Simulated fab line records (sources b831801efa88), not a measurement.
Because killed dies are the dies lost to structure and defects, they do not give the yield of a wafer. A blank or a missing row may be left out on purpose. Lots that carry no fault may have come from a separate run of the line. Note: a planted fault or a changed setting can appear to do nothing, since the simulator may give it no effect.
One fault through the eyes of 2 desks + flow gf180mcu + what lay behind the numbers comes last; until then each desk has only its own

## THE TOOL OWNER'S DESK: implanter-02
GF_LVPWELL_IMPLANT_08, tool's own readings: per-lot mean of the sampled wafers with a number, covering each lot this tool ran. If a lot's mean is further than 4 standard deviations from the usual mean, the lot is out of limits and carries the mark OUT (the distance appears in the brackets).
Columns: A = dose_ions_cm2 at GF_LVPWELL_IMPLANT_08, usual 1.5001e+13; B = faraday_current_uA at GF_LVPWELL_IMPLANT_08, usual 84.7
| lot  | first seen here | A                    | B               |
|------|-----------------|----------------------|-----------------|
| L369 | day 4 07:41     | 1.4979e+13           | 84.1            |
| L371 | day 4 19:10     | 1.5008e+13           | 86.1            |
| L379 | day 6 15:32     | 1.6102e+13 (+79) OUT | 91.9 (+4.5) OUT |
| L380 | day 6 23:12     | 1.6085e+13 (+77) OUT | 91.7 (+4.4) OUT |
This desk's verdict: out of limits on L379, L380, starting with L379 at day 6 15:32 (dose_ions_cm2 at GF_LVPWELL_IMPLANT_08). Within limits: L369, L371.

## METROLOGY DESK
What the gauges read, lot by lot, whatever tool the lot ran on: means of the sampled wafers that have a number. If a lot's mean is further than 4 standard deviations from the usual mean, the lot is out of limits and carries the mark OUT (the distance appears in the brackets).
Columns: A = DNWELL_TW at GF_DNWELL_TW_MEAS_09, usual 1341; B = LVPWELL_RS at GF_VT_IMPLANT_RS_MEAS_48, usual 1197 ohm/sq
| lot  | first seen here | A    | B              |
|------|-----------------|------|----------------|
| L367 | day 2 18:25     | 1335 | 1200           |
| L368 | day 3 00:25     | 1326 | 1198           |
| L369 | day 3 05:43     | 1335 | 1198           |
| L370 | day 3 10:40     | 1357 | 1196           |
| L371 | day 3 15:01     | 1341 | 1198           |
| L375 | day 4 12:08     | 1351 | 1203           |
| L379 | day 5 09:22     | 1338 | 1158 (-13) OUT |
| L380 | day 5 15:55     | 1353 | 1157 (-13) OUT |
| L381 | day 5 21:07     | 1353 | 1198           |
| L382 | day 6 02:56     | 1336 | 1195           |
| L385 | day 6 18:41     | 1345 | 1193           |
| L388 | day 7 11:10     | 1338 | 1198           |
This desk's result: L379, L380 out of limits, first on L379 (LVPWELL_RS at GF_VT_IMPLANT_RS_MEAS_48), day 10 22:13. Within limits: L367, L368, L369, L370, L371, L375, L381, L382, L385, L388.

## PUT TOGETHER
An alarm could have come from the tool owner's desk at day 6 15:32, on L379, L380.
L379, L380 would have let the metrology desk raise an alarm at day 10 22:13.
All the named lots went through GF_LVPWELL_IMPLANT_08 on implanter-02.

## WHAT THE SIMULATOR HAD INSERTED
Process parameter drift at GF_LVPWELL_IMPLANT_08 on implanter-02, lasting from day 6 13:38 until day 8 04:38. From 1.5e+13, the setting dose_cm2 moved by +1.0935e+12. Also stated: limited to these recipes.
Struck lots among those shown: L379, L380.
Delay (hours) between the fault's onset and each desk's first out-of-limits reading: 2 at the tool owner's desk, 105 at the metrology desk.
